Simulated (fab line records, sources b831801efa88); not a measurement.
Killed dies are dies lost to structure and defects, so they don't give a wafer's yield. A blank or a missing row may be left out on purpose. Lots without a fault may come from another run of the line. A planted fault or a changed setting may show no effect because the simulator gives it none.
fab line records | flow sfq_line | part 1 of 2: steps 1 to 26 of 37
record lots=5 wafers=15 last_day=80
route steps=325 shown M5@202 A5B@209 R5@212 I5@228
lots that met no fault: from a run of the same line without faults
start_h: hours from the record's first day to the start of the lot's first wafer shown | wait_h: hours since the lot's step before | " the same as in the row above | L1.1+2: a row that stands for several wafers | - no value, or no start given | * or withheld: withheld | < > ~ a bound
route shown NAME@n: a module of which the file shows steps, and the number in the route of the first | usual: mean/standard deviation of fault-free wafers | same: alike in all rows | chamber/n: place in a boat | sites: the reading at each site | _std_site: their standard deviation | _edge_site: outer sites' mean less inner sites' | radius_mm: how far each site lies from the wafer's centre | mask NAME#n: copy n | behind: the tool/chamber that last shaped the wafer | hold: why the lot was held/for how many hours/how that ended | device: the transistor (n, p or np) that didn't switch | end of line: the same wafers' tests at the end of the route | a step without rows: its recipe alone | killed: dies lost to structure and defects at the first sort, not the wafer's yield | map: a wafer's dies, x killed, . not, _ none there
set.NAME: the setting as run; set.NAME@STEP: as run at that earlier step | model.NAME: the simulator's own value behind a step, which no gauge read
lots at some steps of the route; a table a step, a row a wafer
services: from which hour (start_h, from the record's first day; less than 0 if before it) a tool's chamber was out of use, for how many hours, and why
## steps
# step SFQ_TRILAYER_M5_LITHO_PEB_126
# recipe peb_temp_c=115 peb_time_s=60 resist=KrF
# columns lot.wafer tool chamber start_h wait_h
L077.1+2+6 litho_track-03 0 1179.67 1.0
L085.1+2+3 litho_track-02 0 1388.42 1.0
L092.1+5+6 litho_track-03 0 1534.58 1.0
L093.1+4+6 litho_track-03 0 1535.78 1.0
L096.2+4+6 litho_track-03 0 1561.75 0.8
# step SFQ_TRILAYER_M5_LITHO_DEVELOP_125
# recipe time_s=60 resist=KrF
# same time_s=60
# columns lot.wafer tool chamber start_h wait_h
L077.1+2+6 litho_track-03 0 1179.82 0.1
L085.1+2+3 litho_track-02 0 1388.57 0.1
L092.1+5+6 litho_track-03 0 1534.73 0.1
L093.1+4+6 litho_track-03 0 1535.93 0.1
L096.2+4+6 litho_track-03 0 1561.90 0.1
# step SFQ_M5_OVL_MEAS_932
# usual M5_OVL=0/5.1
# columns lot.wafer tool chamber start_h wait_h M5_OVL[nm]
L077.1 overlay-02 - 1179.97 0.1 1
L077.2 " - " " -2
L077.6 " - " " -4
L085.1 overlay-02 - 1388.72 0.1 -8
L085.2 " - " " -3
L085.3 " - " " 0
L092.1 overlay-02 - 1534.88 0.1 -6
L092.5 " - " " -3
L092.6 " - " " 0
L093.1 overlay-02 - 1536.08 0.1 -6
L093.4 " - " " 5
L093.6 " - " " 4
L096.2 overlay-01 - 1562.03 0.1 -10
L096.4 " - " " -6
L096.6 " - " " 0
# step SFQ_TRILAYER_M5_BARC_OPEN_METAL_ETCH_161
# recipe mask_material=PR chemistry=O2 target_depth_nm=125 target=BARC icp_w=600 bias_w=80 pressure_mtorr=10 time_s=41.7
# usual drypump_motor_current_A=5.9/0.52 he_backside_leak_sccm=3.38/0.22 oes_product_au=0.685/0.0044
# same time_s=41.7
# columns lot.wafer tool chamber start_h wait_h drypump_motor_current_A he_backside_leak_sccm oes_product_au rf_hours_counter_h
L077.1 rie_metal-03 1 1180.01 0.0 6.4 3.42 0.683 140
L077.2 " 0 " " 6.3 3.23 0.689 152
L077.6 " 0 " " 6.3 3.57 0.685 -
L085.1 rie_metal-03 0 1388.75 0.0 6.3 3.31 0.685 24
L085.2 " 1 " " 6.4 3.16 0.685 14
L085.3 " 1 " " 6.4 3.29 0.687 -
L092.1 rie_metal-01 1 1534.92 0.0 6.1 3.34 0.686 25
L092.5 " 1 " " 6.1 3.32 0.684 -
L092.6 " 1 " " 6.0 3.25 0.690 -
L093.1 rie_metal-03 1 1536.12 0.0 6.4 3.27 0.681 31
L093.4 " 0 " " 6.3 3.45 0.678 -
L093.6 " 0 " " 6.3 3.05 0.689 -
L096.2 rie_metal-04 0 1562.06 0.0 6.2 3.15 0.681 8
L096.4 " 1 " " 5.0 3.71 0.689 -
L096.6 " 0 " " 6.2 3.34 0.685 -
# step SFQ_TRILAYER_M5_ETCH_METAL_ETCH_126
# recipe target=Nb stop_on=SiO2 mask_material=PR over_etch_frac=0.15 time_s=203.2 chemistry=Cl2/BCl3 target_depth_nm=265 icp_w=600 bias_w=80 pressure_mtorr=10
# usual drypump_motor_current_A=5.9/0.52 he_backside_leak_sccm=3.4/0.4 oes_product_au=0.726/0.0059
# same time_s=203.2
# columns lot.wafer tool chamber start_h wait_h drypump_motor_current_A he_backside_leak_sccm oes_product_au rf_hours_counter_h
L077.1 rie_metal-03 1 1180.07 0.0 6.4 3.4 0.732 140
L077.2 " 0 " " 6.3 3.2 0.732 152
L077.6 " 0 " " 6.3 3.5 0.724 -
L085.1 rie_metal-03 0 1388.81 0.0 6.3 3.2 0.739 24
L085.2 " 1 " " 6.4 3.2 0.718 14
L085.3 " 1 " " 6.4 3.4 0.735 -
L092.1 rie_metal-01 1 1535.04 0.1 6.0 3.0 0.725 25
L092.5 " 1 " " 6.1 2.9 0.720 -
L092.6 " 1 " " 6.0 3.1 0.721 -
L093.1 rie_metal-03 1 1536.18 0.0 6.5 3.3 0.727 31
L093.4 " 0 " " 6.3 3.4 0.722 -
L093.6 " 0 " " 6.3 3.3 0.719 -
L096.2 rie_metal-04 0 1562.12 0.0 6.2 3.2 0.728 8
L096.4 " 1 " " 5.0 3.8 0.725 -
L096.6 " 0 " " 6.2 3.0 0.730 -
# step SFQ_TRILAYER_M5_STRIP_STRIP_127
# recipe gas=O2 power_w=200 platen_temp_c=40 overash_fraction=0.65 chemistry=O2 pressure_mtorr=50
# usual drypump_motor_current_A=5.9/0.52 he_backside_leak_sccm=3.4/0.4 oes_product_au=0.994/0.0082
# columns lot.wafer tool chamber start_h wait_h drypump_motor_current_A he_backside_leak_sccm oes_product_au rf_hours_counter_h
L077.1 rie_metal-03 1 1180.26 0.1 6.5 3.5 0.987 140
L077.2 " 0 " " 6.3 3.4 0.996 152
L077.6 " 0 " " 6.3 3.3 0.985 -
L085.1 rie_metal-03 0 1389.01 0.1 6.3 3.0 1.001 24
L085.2 " 1 " " 6.5 3.2 0.997 14
L085.3 " 1 " " 6.5 3.3 0.999 -
L092.1 rie_metal-01 1 1535.43 0.3 6.0 3.2 0.983 26
L092.5 " 1 " " 6.1 3.3 0.989 -
L092.6 " 1 " " 6.1 3.4 0.983 -
L093.1 rie_metal-03 1 1536.37 0.1 6.5 3.3 0.992 31
L093.4 " 0 " " 6.3 3.3 0.992 -
L093.6 " 0 " " 6.3 3.3 1.000 -
L096.2 rie_metal-04 0 1562.31 0.1 6.2 3.2 0.991 8
L096.4 " 1 " " 5.0 3.8 0.975 -
L096.6 " 0 " " 6.2 3.3 0.980 -
# step SFQ_TRILAYER_M5_STRIP_SOLV_CLEAN_128
# recipe chemistry=NMP temp_c=70 time_s=600
# same time_s=600
# columns lot.wafer tool chamber start_h wait_h
L077.1+2+6 wet_bench-04 7,3,2 1180.86 0.4
L085.1+2+3 wet_bench-02 2,4,5 1389.61 0.4
L092.1+5+6 wet_bench-04 7,1,3 1536.63 1.0
L093.1+4+6 wet_bench-02 4,7,0 1536.97 0.4
L096.2+4+6 wet_bench-03 7,2,1 1562.91 0.4
# step SFQ_TRILAYER_A5B_DEP_PECVD_129
# recipe material=SiO2 temp_c=150 time_s=133.33 pressure_torr=2.4 rf_w=183.3 precursor=SiH4/N2O target_thk_nm=600
# usual chamber_pressure_Torr=2.401/0.0055 heater_power_w=80/9.1 throttle_valve_pct=25.4/1.4
# same time_s=133.33
# columns lot.wafer tool chamber start_h wait_h chamber_pressure_Torr heater_power_w throttle_valve_pct
L077.1 pecvd-03 2 1181.05 0.0 2.395 79 29.1
L077.2 " 0 " " 2.409 55 24.0
L077.6 " 2 " " 2.392 80 28.9
L085.1 pecvd-02 1 1389.80 0.0 2.403 88 25.7
L085.2 " 0 " " 2.402 81 24.3
L085.3 " 2 " " 2.400 77 25.7
L092.1 pecvd-01 2 1536.80 0.0 2.404 75 25.9
L092.5 " 2 " " 2.408 79 25.8
L092.6 " 0 " " 2.393 93 25.8
L093.1 pecvd-02 0 1537.15 0.0 2.402 75 24.9
L093.4 " 1 " " 2.401 92 26.4
L093.6 " 2 " " 2.399 85 26.3
L096.2 pecvd-02 1 1563.26 0.0 2.400 80 26.2
L096.4 " 1 " " 2.390 83 26.0
L096.6 " 0 " " 2.399 84 25.0
# step SFQ_TRILAYER_A5B_CMP_CMP_130
# recipe stop_on=Nb down_force_psi=3 platen_rpm=60 target_thk_nm=340.7
# usual motor_current_A=9.8/0.81
# columns lot.wafer tool chamber start_h wait_h motor_current_A
L077.2 cmp-01 1 1186.33 5.2 11.3
L077.1 " 3 1187.33 6.2 9.4
L077.6 " 0 " " 10.5
L085.1 cmp-01 0 1390.47 0.6 10.3
L085.2 " 1 " " 11.6
L085.3 " 3 1391.97 2.1 10.0
L092.1 cmp-01 2 1549.65 12.8 9.4
L092.5 " 2 1551.65 14.8 9.6
L092.6 " 3 " " 10.1
L093.4 cmp-02 0 1549.89 12.7 10.0
L093.1 " 1 " " 9.0
L093.6 " 1 1552.39 15.2 8.9
L096.4 cmp-02 2 1580.89 17.5 10.2
L096.2 " 3 " " 9.8
L096.6 " 0 " " 9.2
# step SFQ_TRILAYER_A5B_METRO_MEASURE_131
# usual thk_nm=337/6.8
# columns lot.wafer tool chamber start_h wait_h thk_nm
L077.1 film_metro-03 - 1188.83 1.0 337
L077.2 " - " " 339
L077.6 " - " " 330
L085.1 film_metro-04 - 1393.47 2.5 333
L085.2 " - " " 341
L085.3 " - " " 345
L092.1 film_metro-04 - 1552.65 2.5 341
L092.5 " - " " 345
L092.6 " - " " 345
L093.1 film_metro-01 - 1552.89 2.0 346
L093.4 " - " " 335
L093.6 " - " " 351
L096.2 film_metro-03 - 1583.09 1.2 342
L096.4 " - " " 334
L096.6 " - " " 335
# step SFQ_TRILAYER_R5_DEP_SPUTTER_132
# recipe material=Ti base_pressure_pa=1.33e-06 target_thk_nm=5 power_w=2000 time_s=5 chamber_pressure_pa=0.4
# usual throttle_valve_pct=29.7/1.2
# same time_s=5
# columns lot.wafer tool chamber start_h wait_h throttle_valve_pct
L077.1 pvd_sputter-04 - 1190.03 1.0 29.5
L077.2 " - " " 30.6
L077.6 " - " " 29.6
L085.1 pvd_sputter-06 - 1394.67 1.0 28.4
L085.2 " - " " 30.6
L085.3 " - " " 28.9
L092.1 pvd_sputter-06 - 1553.85 1.0 28.6
L092.5 " - " " 30.8
L092.6 " - " " 27.8
L093.1 pvd_sputter-03 - 1554.09 1.0 30.4
L093.4 " - " " 28.9
L093.6 " - " " 29.0
L096.2 pvd_sputter-03 - 1584.09 0.8 30.3
L096.4 " - " " 28.9
L096.6 " - " " 30.4
# step SFQ_TRILAYER_R5_DEP_SPUTTER_133
# recipe material=MoNx base_pressure_pa=1.33e-06 target_thk_nm=40 power_w=1000 time_s=66.7 chamber_pressure_pa=0.4
# usual throttle_valve_pct=29.7/1.2
# same time_s=66.7
# columns lot.wafer tool chamber start_h wait_h throttle_valve_pct
L077.1 pvd_sputter-04 - 1190.05 0.0 29.5
L077.2 " - " " 30.6
L077.6 " - " " 29.4
L085.1 pvd_sputter-06 - 1394.69 0.0 28.2
L085.2 " - " " 31.1
L085.3 " - " " 28.9
L092.1 pvd_sputter-06 - 1553.87 0.0 29.0
L092.5 " - " " 30.7
L092.6 " - " " 27.9
L093.1 pvd_sputter-03 - 1554.11 0.0 30.4
L093.4 " - " " 29.1
L093.6 " - " " 29.1
L096.2 pvd_sputter-03 - 1584.11 0.0 30.3
L096.4 " - " " 29.0
L096.6 " - " " 30.4
# step SFQ_TRILAYER_R5_DEP_SPUTTER_134
# recipe material=Ti base_pressure_pa=1.33e-06 target_thk_nm=5 power_w=2000 time_s=5 chamber_pressure_pa=0.4
# usual throttle_valve_pct=29.7/1.2
# same time_s=5
# columns lot.wafer tool chamber start_h wait_h throttle_valve_pct
L077.1 pvd_sputter-04 - 1190.10 0.0 29.7
L077.2 " - " " 30.6
L077.6 " - " " 30.0
L085.1 pvd_sputter-06 - 1394.75 0.0 28.1
L085.2 " - " " 30.7
L085.3 " - " " 28.9
L092.1 pvd_sputter-06 - 1553.93 0.0 28.9
L092.5 " - " " 30.8
L092.6 " - " " 27.9
L093.1 pvd_sputter-03 - 1554.17 0.0 30.1
L093.4 " - " " 28.6
L093.6 " - " " 28.9
L096.2 pvd_sputter-03 - 1584.17 0.0 30.4
L096.4 " - " " 29.0
L096.6 " - " " 30.4
# step SFQ_R5_RS_MEAS_933
# recipe thk_meas_gauge=four-point-probe reads=Ti_of_TRILAYER_R5_DEP_SPUTTER_134+MoNx_of_TRILAYER_R5_DEP_SPUTTER_133+Ti_of_TRILAYER_R5_DEP_SPUTTER_132
# usual R5_MONX_RS=7.04/0.068
# columns lot.wafer tool chamber start_h wait_h R5_MONX_RS[ohm/sq]
L077.1 film_metro-01 - 1190.12 0.0 7.01
L077.2 " - " " 7.03
L077.6 " - " " 7.00
L085.1 film_metro-02 - 1394.77 0.0 6.92
L085.2 " - " " 6.93
L085.3 " - " " 6.99
L092.1 film_metro-03 - 1553.94 0.0 7.05
L092.5 " - " " 6.94
L092.6 " - " " 7.05
L093.1 film_metro-02 - 1554.19 0.0 6.94
L093.4 " - " " 7.09
L093.6 " - " " 7.08
L096.2 film_metro-02 - 1584.21 0.0 6.91
L096.4 " - " " 6.98
L096.6 " - " " 6.92
# step SFQ_R5_THK_MEAS_934
# recipe thk_meas_gauge=xrf reads=MoNx_of_TRILAYER_R5_DEP_SPUTTER_133
# usual R5_MONX_THK=40.1/0.59
# columns lot.wafer tool chamber start_h wait_h R5_MONX_THK[nm]
L077.1 film_metro-01 - 1190.24 0.1 39.8
L077.2 " - " " 39.8
L077.6 " - " " 40.0
L085.1 film_metro-02 - 1394.89 0.1 41.0
L085.2 " - " " 41.2
L085.3 " - " " 41.0
L092.1 film_metro-03 - 1554.06 0.1 39.4
L092.5 " - " " 40.0
L092.6 " - " " 39.6
L093.1 film_metro-02 - 1554.31 0.1 40.9
L093.4 " - " " 40.0
L093.6 " - " " 40.1
L096.2 film_metro-02 - 1584.32 0.1 41.2
L096.4 " - " " 40.7
L096.6 " - " " 41.1
# step SFQ_TRILAYER_R5_LITHO_COAT_141
# recipe resist=BARC spin_rpm=3000 resist_thk_nm=62
# columns lot.wafer tool chamber start_h wait_h
L077.1+2+6 litho_track-03 0 1190.30 0.1
L085.1+2+3 litho_track-01 0 1394.95 0.1
L092.1+5+6 litho_track-04 0 1554.12 0.1
L093.1+4+6 litho_track-01 0 1554.37 0.1
L096.2+4+6 litho_track-01 0 1584.42 0.1
# step SFQ_TRILAYER_R5_LITHO_COAT_136
# recipe resist=KrF spin_rpm=3000 resist_thk_nm=600
# columns lot.wafer tool chamber start_h wait_h
L077.1+2+6 litho_track-03 0 1190.60 0.2
L085.1+2+3 litho_track-01 0 1395.25 0.2
L092.1+5+6 litho_track-04 0 1554.42 0.2
L093.1+4+6 litho_track-01 0 1554.67 0.2
L096.2+4+6 litho_track-01 0 1584.72 0.2
# step SFQ_TRILAYER_R5_LITHO_SOFTBAKE_140
# recipe temp_c=withheld time_s=withheld resist=KrF
# columns lot.wafer tool chamber start_h wait_h
L077.1+2+6 litho_track-03 0 1190.90 0.2
L085.1+2+3 litho_track-01 0 1395.55 0.2
L092.1+5+6 litho_track-04 0 1554.72 0.2
L093.1+4+6 litho_track-01 0 1554.97 0.2
L096.2+4+6 litho_track-01 0 1584.99 0.2
# step SFQ_TRILAYER_R5_LITHO_EXPOSE_137
# recipe mask_id=R5 na=0.6 source_shape=conventional sigma_outer=0.65 target_cd_nm=500 dose_mj=14.4
# columns lot.wafer tool chamber start_h wait_h mask
L077.1+2+6 krf_scanner-01 0 1315.55 - R5#0
L085.1+2+3 krf_scanner-02 0 1414.28 - R5#0
L092.1+5+6 krf_scanner-01 0 1555.55 - R5#0
L093.1+4+6 krf_scanner-01 0 1558.12 - R5#0
L096.2+4+6 krf_scanner-01 0 1607.16 - R5#0
# step SFQ_TRILAYER_R5_LITHO_PEB_139
# recipe peb_temp_c=115 peb_time_s=60 resist=KrF
# columns lot.wafer tool chamber start_h wait_h
L077.1+2+6 litho_track-03 0 1316.75 1.0
L085.1+2+3 litho_track-01 0 1415.48 1.0
L092.1+5+6 litho_track-01 0 1556.75 1.0
L093.1+4+6 litho_track-03 0 1559.32 1.0
L096.2+4+6 litho_track-01 0 1608.18 0.8
# step SFQ_TRILAYER_R5_LITHO_DEVELOP_138
# recipe time_s=60 resist=KrF
# same time_s=60
# columns lot.wafer tool chamber start_h wait_h
L077.1+2+6 litho_track-03 0 1316.90 0.1
L085.1+2+3 litho_track-01 0 1415.63 0.1
L092.1+5+6 litho_track-01 0 1556.90 0.1
L093.1+4+6 litho_track-03 0 1559.47 0.1
L096.2+4+6 litho_track-01 0 1608.33 0.1
# step SFQ_R5_OVL_MEAS_935
# usual R5_OVL=-2/5.5
# columns lot.wafer tool chamber start_h wait_h R5_OVL[nm]
L077.1 overlay-02 - 1317.05 0.1 -1
L077.2 " - " " 3
L077.6 " - " " 2
L085.1 overlay-01 - 1415.78 0.1 -5
L085.2 " - " " -3
L085.3 " - " " 2
L092.1 overlay-02 - 1557.05 0.1 -9
L092.5 " - " " -5
L092.6 " - " " -5
L093.1 overlay-01 - 1559.62 0.1 -4
L093.4 " - " " -4
L093.6 " - " " 1
L096.2 overlay-02 - 1608.46 0.1 0
L096.4 " - " " -3
L096.6 " - " " -1
# step SFQ_TRILAYER_R5_BARC_OPEN_METAL_ETCH_177
# recipe mask_material=PR chemistry=O2 target_depth_nm=125 target=BARC icp_w=600 bias_w=80 pressure_mtorr=10 time_s=41.7
# usual drypump_motor_current_A=5.9/0.62 he_backside_leak_sccm=3.42/0.28 oes_product_au=0.685/0.0044
# same time_s=41.7
# columns lot.wafer tool chamber start_h wait_h drypump_motor_current_A he_backside_leak_sccm oes_product_au rf_hours_counter_h
L077.1 rie_metal-02 0 1317.09 0.0 4.9 3.54 0.684 10
L077.2 " 1 " " 6.0 3.38 0.687 113
L077.6 " 1 " " 6.0 3.50 0.687 -
L085.1 rie_metal-03 1 1415.82 0.0 6.5 3.30 0.682 18
L085.2 " 0 " " 6.3 3.21 0.695 28
L085.3 " 1 " " 6.5 3.31 0.680 -
L092.1 rie_metal-04 1 1557.09 0.0 5.0 3.59 0.674 127
L092.5 " 1 " " 5.0 3.78 0.679 -
L092.6 " 0 " " 6.3 3.06 0.694 -
L093.1 rie_metal-03 0 1559.66 0.0 6.3 3.22 0.688 45
L093.4 " 0 " " 6.3 3.17 0.690 -
L093.6 " 0 " " 6.3 3.22 0.679 -
L096.2 rie_metal-04 0 1608.49 0.0 6.3 3.37 0.685 17
L096.4 " 0 " " 6.2 3.45 0.691 -
L096.6 " 1 " " 5.0 3.61 0.695 -
# step SFQ_TRILAYER_R5_ETCH_METAL_ETCH_139
# recipe stop_on=SiO2 mask_material=PR chemistry=Cl2 target_depth_nm=60 icp_w=600 bias_w=80 pressure_mtorr=10 time_s=40
# usual drypump_motor_current_A=5.9/0.63 he_backside_leak_sccm=3.37/0.25 oes_product_au=0.987/0.0059
# same time_s=40
# columns lot.wafer tool chamber start_h wait_h drypump_motor_current_A he_backside_leak_sccm oes_product_au rf_hours_counter_h
L077.1 rie_metal-02 0 1317.15 0.0 4.8 3.52 0.988 10
L077.2 " 1 " " 6.0 3.45 0.979 113
L077.6 " 1 " " 6.0 3.57 0.979 -
L085.1 rie_metal-03 1 1415.88 0.0 6.5 3.35 0.982 18
L085.2 " 0 " " 6.3 3.43 0.980 28
L085.3 " 1 " " 6.4 3.27 0.992 -
L092.1 rie_metal-04 1 1557.15 0.0 5.0 3.61 0.985 127
L092.5 " 1 " " 5.0 3.77 0.979 -
L092.6 " 0 " " 6.2 3.23 0.990 -
L093.1 rie_metal-03 0 1559.72 0.0 6.3 3.21 0.985 45
L093.4 " 0 " " 6.3 3.08 0.988 -
L093.6 " 0 " " 6.3 3.03 0.981 -
L096.2 rie_metal-04 0 1608.55 0.0 6.2 3.04 0.983 17
L096.4 " 0 " " 6.2 3.05 0.991 -
L096.6 " 1 " " 5.0 3.92 0.992 -
# step SFQ_TRILAYER_R5_STRIP_STRIP_140
# recipe gas=O2 power_w=200 platen_temp_c=40 overash_fraction=0.65 chemistry=O2 pressure_mtorr=50
# usual drypump_motor_current_A=5.9/0.63 he_backside_leak_sccm=3.4/0.34 oes_product_au=0.994/0.0091
# columns lot.wafer tool chamber start_h wait_h drypump_motor_current_A he_backside_leak_sccm oes_product_au rf_hours_counter_h
L077.1 rie_metal-02 0 1317.21 0.0 4.8 3.4 0.994 10
L077.2 " 1 " " 6.0 3.5 0.978 114
L077.6 " 1 " " 6.0 3.6 0.981 -
L085.1 rie_metal-03 1 1415.94 0.0 6.5 3.3 0.986 18
L085.2 " 0 " " 6.3 3.1 0.995 28
L085.3 " 1 " " 6.5 3.4 0.991 -
L092.1 rie_metal-04 1 1557.21 0.0 5.0 3.8 0.984 127
L092.5 " 1 " " 5.0 3.8 0.980 -
L092.6 " 0 " " 6.2 3.3 0.993 -
L093.1 rie_metal-03 0 1559.78 0.0 6.3 3.3 0.989 46
L093.4 " 0 " " 6.3 3.5 0.992 -
L093.6 " 0 " " 6.3 3.3 0.991 -
L096.2 rie_metal-04 0 1608.61 0.0 6.2 3.3 0.993 17
L096.4 " 0 " " 6.3 3.6 0.999 -
L096.6 " 1 " " 5.0 4.0 1.000 -
# step SFQ_TRILAYER_R5_STRIP_SOLV_CLEAN_141
# recipe chemistry=NMP temp_c=70 time_s=600
# same time_s=600
# columns lot.wafer tool chamber start_h wait_h
L077.1+2+6 wet_bench-03 0,2,1 1317.81 0.4
L085.1+2+3 wet_bench-02 1,4,7 1416.54 0.4
L092.1+5+6 wet_bench-02 3,7,2 1557.81 0.4
L093.1+4+6 wet_bench-02 7,1,2 1560.38 0.4
L096.2+4+6 wet_bench-03 2,1,6 1609.21 0.4
